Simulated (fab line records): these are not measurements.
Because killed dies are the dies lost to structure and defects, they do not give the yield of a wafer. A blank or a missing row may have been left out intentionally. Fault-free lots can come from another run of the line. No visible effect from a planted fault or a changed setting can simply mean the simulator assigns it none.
fab line records | flow gf180mcu
record lots=15 | wafers=43 | lastDay=34
route steps=602 shown V3@431 V4@502 MIM@505
lots untouched by any fault: they come from a run of this same line in which no faults occurred
startH: start of the lot's first displayed wafer, in hours after the record's first day | waitH: how many hours have passed since the lot's step before this one | " identical to the entry in the row above | L1.1+2: one row covering several wafers at once | - no value, or no start was given | * or withheld: withheld | < > ~ a bound
route shown NAME@n: NAME is a module with steps in the file, n the number in the route of the first one | usual: mean/standard deviation of fault-free wafers | same: alike in all rows | chamber/n: place in a boat | sites: each site's reading | _std_site: the values' standard deviation | _edge_site: inner sites' mean taken away from outer sites' mean | radiusMm: for every site, how far away it sits from the centre of the wafer | mask NAME#n: copy n | behind: the most recent tool/chamber to have shaped the wafer | hold: what put the lot on hold/how long, in hours/how the hold closed | device: the transistor (n, p or np) that didn't switch | end of line: at the end of the route, the tests of the same wafers | step lacking rows: just its recipe | killed: the dies lost at the first sort to structure and to defects; this is not the yield of the wafer | map: shows each die of a wafer: x if killed, . if not, _ if none is there
set.NAME: the setting as run; set.NAME@STEP: as run at that earlier step | model.NAME: the simulator's own value behind a step, which no gauge read
steps of the route over a sample of lots; a table a step, a row a wafer
services: the hour from which a tool's chamber was out of use, counted from the record's first day as startH (under 0 if before that day), plus the number of hours and why
## steps
# step GF_V3_CVD_02
# recipe material=SiO2 | targetThkNm=850 | precursor=TEOS | tempC=400 | timeS=94.851 | rfW=600
# usual heaterPowerW=587/91
lot.wafer | tool     | chamber | startH | waitH | heaterPowerW
L682.1    | pecvd-01 | 1       | 489.89 | 0.1   | 585
L682.2    | "        | 0       | "      | "     | 629
L682.5    | "        | 0       | "      | "     | 675
L683.1    | pecvd-02 | 0       | 493.13 | 0.1   | 649
L683.4    | "        | 0       | "      | "     | 693
L683.6    | "        | 1       | "      | "     | 564
L684.3    | pecvd-01 | 0       | 499.47 | 0.0   | 720
L684.4    | "        | 0       | "      | "     | 590
L684.5    | "        | 2       | "      | "     | 465
L685.3    | pecvd-02 | 1       | 516.00 | 0.0   | 450
L685.5    | "        | 1       | "      | "     | 511
L685.6    | "        | 2       | "      | "     | 667
L686.1    | pecvd-04 | 0       | 526.93 | 0.1   | 466
L686.5    | "        | 0       | "      | "     | 505
L686.6    | "        | 1       | "      | "     | 552
L687.2    | pecvd-02 | 1       | 535.65 | 0.0   | 555
L687.4    | "        | 1       | "      | "     | 444
L687.5    | "        | 2       | "      | "     | 621
L688.2    | pecvd-01 | 1       | 539.18 | 0.0   | 554
L688.4    | "        | 0       | "      | "     | 718
L688.5    | "        | 1       | "      | "     | 597
L689.3    | pecvd-02 | 0       | 560.65 | 0.0   | 674
L689.4    | "        | 1       | "      | "     | 505
L689.5    | "        | 2       | "      | "     | 663
L690.3    | pecvd-04 | 2       | 561.17 | 0.0   | 586
L690.4    | "        | 2       | "      | "     | 619
L690.6    | "        | 0       | "      | "     | 533
L691.1    | pecvd-02 | 0       | 568.42 | 0.1   | 720
L691.4    | "        | 1       | "      | "     | 555
L691.6    | "        | 2       | "      | "     | 624
L698.3    | pecvd-04 | 1       | 618.05 | 0.0   | 554
L698.6    | "        | 1       | "      | "     | 609
L699.4    | pecvd-01 | 1       | 629.85 | 0.1   | 629
L699.5    | "        | 0       | "      | "     | 664
L700.1    | pecvd-01 | 1       | 647.05 | 0.1   | 646
L700.3    | "        | 0       | "      | "     | 709
L700.6    | "        | 2       | "      | "     | 448
L704.1    | pecvd-01 | 2       | 666.15 | 0.1   | 460
L704.5    | "        | 0       | "      | "     | 711
L704.6    | "        | 2       | "      | "     | 488
L705.1    | pecvd-04 | 1       | 671.09 | 0.1   | 630
L705.3    | "        | 0       | "      | "     | 605
L705.4    | "        | 1       | "      | "     | 655
# step GF_V3_ETCH_17
# recipe chemistry=C4F8/O2/Ar | maskMaterial=KrF | target=SiO2 | stopOn=TiN | sourceW=1500 | biasW=1200 | pressureMtorr=40 | c4f8FlowSccm=withheld | O2_flow_sccm=6 | Ar_flow_sccm=300 | timeS=withheld | targetDepthA=6350
# usual oesProductAu=0.856/0.0048
lot.wafer | tool       | chamber | startH | waitH | oesProductAu
L682.1    | rieDiel-02 | 2       | -      | -     | 0.857
L682.2    | "          | 1       | "      | "     | 0.851
L682.5    | "          | 0       | "      | "     | 0.853
L683.1    | rieDiel-03 | 3       | -      | -     | 0.849
L683.4    | "          | 1       | "      | "     | 0.864
L683.6    | "          | 0       | "      | "     | 0.852
L684.3    | rieDiel-03 | 3       | -      | -     | 0.864
L684.4    | "          | 2       | "      | "     | 0.854
L684.5    | "          | 2       | "      | "     | 0.856
L685.3    | rieDiel-03 | 0       | -      | -     | 0.870
L685.5    | "          | 3       | "      | "     | 0.855
L685.6    | "          | 2       | "      | "     | 0.857
L686.1    | rieDiel-01 | 3       | -      | -     | 0.854
L686.5    | "          | 2       | "      | "     | 0.857
L686.6    | "          | 3       | "      | "     | 0.856
L687.2    | rieDiel-02 | 3       | -      | -     | 0.862
L687.4    | "          | 2       | "      | "     | 0.860
L687.5    | "          | 1       | "      | "     | 0.860
L688.2    | rieDiel-03 | 1       | -      | -     | 0.860
L688.4    | "          | 2       | "      | "     | 0.859
L688.5    | "          | 0       | "      | "     | 0.852
L689.3    | rieDiel-02 | 2       | -      | -     | 0.851
L689.4    | "          | 1       | "      | "     | 0.854
L689.5    | "          | 3       | "      | "     | 0.869
L690.3    | rieDiel-01 | 0       | -      | -     | 0.852
L690.4    | "          | 3       | "      | "     | 0.852
L690.6    | "          | 3       | "      | "     | 0.858
L691.1    | rieDiel-01 | 1       | -      | -     | 0.853
L691.4    | "          | 3       | "      | "     | 0.855
L691.6    | "          | 0       | "      | "     | 0.854
L698.3    | rieDiel-01 | 2       | -      | -     | 0.849
L698.6    | "          | 2       | "      | "     | 0.848
L699.4    | rieDiel-02 | 0       | -      | -     | 0.857
L699.5    | "          | 1       | "      | "     | 0.864
L700.1    | rieDiel-01 | 0       | -      | -     | 0.855
L700.3    | "          | 1       | "      | "     | 0.858
L700.6    | "          | 2       | "      | "     | 0.855
L704.1    | rieDiel-03 | 2       | -      | -     | 0.859
L704.5    | "          | 1       | "      | "     | 0.848
L704.6    | "          | 2       | "      | "     | 0.851
L705.1    | rieDiel-03 | 0       | -      | -     | 0.850
L705.3    | "          | 3       | "      | "     | 0.855
L705.4    | "          | 1       | "      | "     | 0.853
# step GF_V4_CMP_26
# recipe stopOn=SiO2 | downForcePsi=3.5 | platenRpm=60 | tOverpolishS=15 | targetThkNm=0 | padVelocityMS=0.94248
# usual motorCurrentA=11.3/0.79 | overpolishRunS=15.000/0.0083 | timeToEndpointS=86/3.4
# same tOverpolishS=15
lot.wafer | tool   | chamber | startH | waitH | motorCurrentA | overpolishRunS | timeToEndpointS
L682.1    | cmp-01 | 1       | 562.22 | 0.1   | 10.2          | 14.992         | 85
L682.2    | "      | 2       | "      | "     | 11.9          | 14.985         | 93
L682.5    | "      | 1       | "      | "     | 9.7           | 15.004         | 86
L683.4    | cmp-01 | 0       | 565.68 | 0.0   | 11.5          | 15.005         | 84
L683.1    | "      | 1       | "      | "     | 10.0          | 15.000         | 82
L683.6    | "      | 0       | "      | "     | 11.5          | 14.993         | 88
L684.4    | cmp-01 | 3       | 570.32 | 0.0   | 11.3          | 14.989         | 89
L684.3    | "      | 0       | "      | "     | 11.0          | 14.987         | 89
L684.5    | "      | 0       | "      | "     | 10.9          | 15.015         | 91
L685.3    | cmp-02 | 2       | 587.46 | 0.4   | 10.9          | 14.991         | 79
L685.6    | "      | 1       | "      | "     | 11.4          | 14.985         | 82
L685.5    | "      | 2       | "      | "     | 11.3          | 14.991         | 83
L686.1    | cmp-01 | 3       | 595.75 | 0.1   | 11.4          | 15.002         | 84
L686.5    | "      | 1       | "      | "     | 10.3          | 14.996         | 84
L686.6    | "      | 2       | "      | "     | 11.7          | 15.010         | 85
L687.4    | cmp-02 | 0       | 604.73 | 0.0   | 11.7          | 14.994         | 86
L687.2    | "      | 3       | "      | "     | 12.9          | 15.005         | 86
L687.5    | "      | 0       | "      | "     | 11.7          | 14.989         | 86
L688.2    | cmp-02 | 2       | 609.52 | 0.0   | 11.3          | 15.002         | 82
L688.4    | "      | 3       | "      | "     | 11.9          | 15.000         | 92
L688.5    | "      | 3       | "      | "     | 12.5          | 15.008         | 87
L689.3    | cmp-01 | 0       | 628.25 | 0.1   | 10.6          | 15.005         | 83
L689.4    | "      | 1       | "      | "     | 10.0          | 15.019         | 82
L689.5    | "      | 2       | "      | "     | 12.4          | 15.003         | 87
L690.4    | cmp-02 | 2       | 629.15 | 0.1   | 10.7          | 15.003         | 83
L690.3    | "      | 0       | "      | "     | 11.9          | 15.008         | 84
L690.6    | "      | 2       | "      | "     | 11.1          | 15.005         | 85
L691.1    | cmp-01 | 0       | 636.31 | 0.1   | 11.7          | 15.005         | 87
L691.4    | "      | 1       | "      | "     | 10.0          | 15.011         | 81
L691.6    | "      | 0       | "      | "     | 11.3          | 14.996         | 80
L698.3    | cmp-01 | 3       | 681.04 | 0.1   | 11.2          | 0.049          | 130
L698.6    | "      | 1       | "      | "     | 9.7           | 15.003         | 85
L699.4    | cmp-01 | 0       | 700.83 | 0.2   | 11.3          | 15.004         | 83
L699.5    | "      | 1       | "      | "     | 10.3          | 0.048          | 129
L700.1    | cmp-01 | 2       | 709.11 | 0.1   | 11.8          | 14.990         | 89
L700.3    | "      | 3       | "      | "     | 11.3          | 0.038          | 130
L700.6    | "      | 3       | "      | "     | 12.2          | 14.993         | 93
L704.1    | cmp-02 | 3       | 726.22 | 0.1   | 12.3          | 15.010         | 87
L704.6    | "      | 3       | "      | "     | 11.9          | 14.996         | 87
L704.5    | "      | 0       | "      | "     | 11.5          | 14.999         | 83
L705.1    | cmp-02 | 1       | 730.05 | 0.1   | 12.1          | 14.991         | 82
L705.3    | "      | 2       | "      | "     | 10.6          | 14.988         | 85
L705.4    | "      | 3       | "      | "     | 12.2          | 15.012         | 83
# step GF_MIM_SPUTTER_02
# recipe material=AlCu | targetThkNm=450 | powerW=10600 | timeS=23.9 | chamberPressurePa=0.4
# usual cathodeDcPowerW=10600/2 | throttleValvePct=29.6/1.2
lot.wafer | tool          | chamber | startH | waitH | cathodeDcPowerW | throttleValvePct
L682.1    | pvdSputter-02 | -       | 562.60 | 0.0   | 10601           | 30.1
L682.2    | "             | -       | "      | "     | 10600           | 29.7
L682.5    | "             | -       | "      | "     | 10598           | 29.5
L683.1    | pvdSputter-03 | -       | 566.11 | 0.0   | 10598           | 30.1
L683.4    | "             | -       | "      | "     | 10601           | 29.6
L683.6    | "             | -       | "      | "     | 10602           | 31.8
L684.3    | pvdSputter-01 | -       | 570.75 | 0.0   | 10599           | 30.2
L684.4    | "             | -       | "      | "     | 10598           | 28.8
L684.5    | "             | -       | "      | "     | 10599           | 27.5
L685.3    | pvdSputter-03 | -       | 587.97 | 0.0   | 10598           | 31.5
L685.5    | "             | -       | "      | "     | 10598           | 31.4
L685.6    | "             | -       | "      | "     | 10600           | 28.0
L686.1    | pvdSputter-03 | -       | 596.08 | 0.0   | 10601           | 28.1
L686.5    | "             | -       | "      | "     | 10596           | 28.4
L686.6    | "             | -       | "      | "     | 10602           | 31.5
L687.2    | pvdSputter-01 | -       | 605.17 | 0.0   | 10601           | 28.8
L687.4    | "             | -       | "      | "     | 10602           | 28.5
L687.5    | "             | -       | "      | "     | 10599           | 30.6
L688.2    | pvdSputter-03 | -       | 609.95 | 0.0   | 10602           | 31.3
L688.4    | "             | -       | "      | "     | 10601           | 28.1
L688.5    | "             | -       | "      | "     | 10604           | 31.1
L689.3    | pvdSputter-02 | -       | 628.58 | 0.0   | 10597           | 30.0
L689.4    | "             | -       | "      | "     | 10601           | 31.3
L689.5    | "             | -       | "      | "     | 10602           | 29.8
L690.3    | pvdSputter-02 | -       | 629.53 | 0.0   | 10599           | 29.7
L690.4    | "             | -       | "      | "     | 10602           | 29.5
L690.6    | "             | -       | "      | "     | 10599           | 29.6
L691.1    | pvdSputter-02 | -       | 636.69 | 0.0   | 10603           | 30.2
L691.4    | "             | -       | "      | "     | 10599           | 29.3
L691.6    | "             | -       | "      | "     | 10602           | 29.8
L698.6    | pvdSputter-03 | -       | 681.38 | 0.0   | 10601           | 29.7
L699.4    | pvdSputter-03 | -       | 701.11 | 0.0   | 10603           | 30.0
L700.1    | pvdSputter-03 | -       | 709.54 | 0.0   | 10600           | 29.6
L700.6    | "             | -       | "      | "     | 10598           | 29.7
L704.1    | pvdSputter-01 | -       | 726.65 | 0.0   | 10599           | 28.6
L704.5    | "             | -       | "      | "     | 10599           | 27.9
L704.6    | "             | -       | "      | "     | 10600           | 28.8
L705.1    | pvdSputter-03 | -       | 730.43 | 0.0   | 10603           | 31.3
L705.3    | "             | -       | "      | "     | 10602           | 29.6
L705.4    | "             | -       | "      | "     | 10602           | 30.1
## services
tool          | chamber | startH | hours | kind
pvdSputter-02 | -       | 477.57 | 0.7   | repair
pecvd-02      | -       | 484.73 | 0.6   | repair
rieDiel-03    | 2       | 507.89 | 10.9  | repair
cmp-02        | -       | 522.22 | 7.6   | pm
cmp-02        | -       | 535.41 | 19.0  | repair
rieDiel-01    | 1       | 542.22 | 11.3  | repair
pvdSputter-03 | -       | 546.44 | 6.0   | repair
cmp-02        | -       | 550.18 | 1.1   | repair
pecvd-01      | -       | 560.29 | 1.5   | repair
pvdSputter-02 | -       | 570.16 | 2.9   | repair
cmp-01        | -       | 572.00 | 4.0   | pm
cmp-02        | -       | 581.44 | 0.4   | repair
cmp-01        | -       | 584.83 | 5.0   | pm
cmp-01        | -       | 591.09 | 1.4   | repair
cmp-01        | -       | 591.72 | 1.3   | repair
rieDiel-01    | 2       | 596.18 | 3.5   | repair
rieDiel-01    | -       | 620.79 | 0.3   | repair
pecvd-02      | 2       | 645.93 | 14.6  | repair
rieDiel-03    | 0       | 648.54 | 4.7   | repair
cmp-02        | -       | 667.54 | 19.2  | pm
cmp-01        | -       | 681.93 | 2.2   | repair
pecvd-02      | 2       | 711.62 | 2.4   | repair
rieDiel-01    | 2       | 715.44 | 6.8   | repair
cmp-02        | -       | 716.62 | 7.7   | pm
## key
firstSign step=GF_V4_CMP_26 | reading=overpolishRunS | direction=down | sigmas=99+ | usual=15.000 | struck=0.045
effect step=GF_V4_CMP_26 | reading=timeToEndpointS | direction=up | sigmas=13 | usual=* | struck=*
metAt GF_V4_CMP_26
struckLots L698,L699,L700
struckWafers L698.3,L699.5,L700.3
laterRowsLeftOut L698.3,L699.5,L700.3
sortLeftOut L698.3,L699.5,L700.3
notActingAt GF_V3_CVD_02,GF_V3_ETCH_17,GF_MIM_SPUTTER_02
onsetBetween 636.31 681.04
fault kind=processParameterDrift | tool=cmp-01 | chamber=- | onsetH=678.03 | steps=GF_V4_CMP_26 | channel=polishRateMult | offset=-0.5 | shape=step | endH=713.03 | scope=struckWafersOnly
# sortLeftOut: the simulated sort isn't trusted on such a fault, so these wafers' sort isn't shown, and their yield isn't known
# laterRowsLeftOut: the simulator's readings of these wafers behind a module that went badly wrong aren't trusted and aren't shown, but for the sort
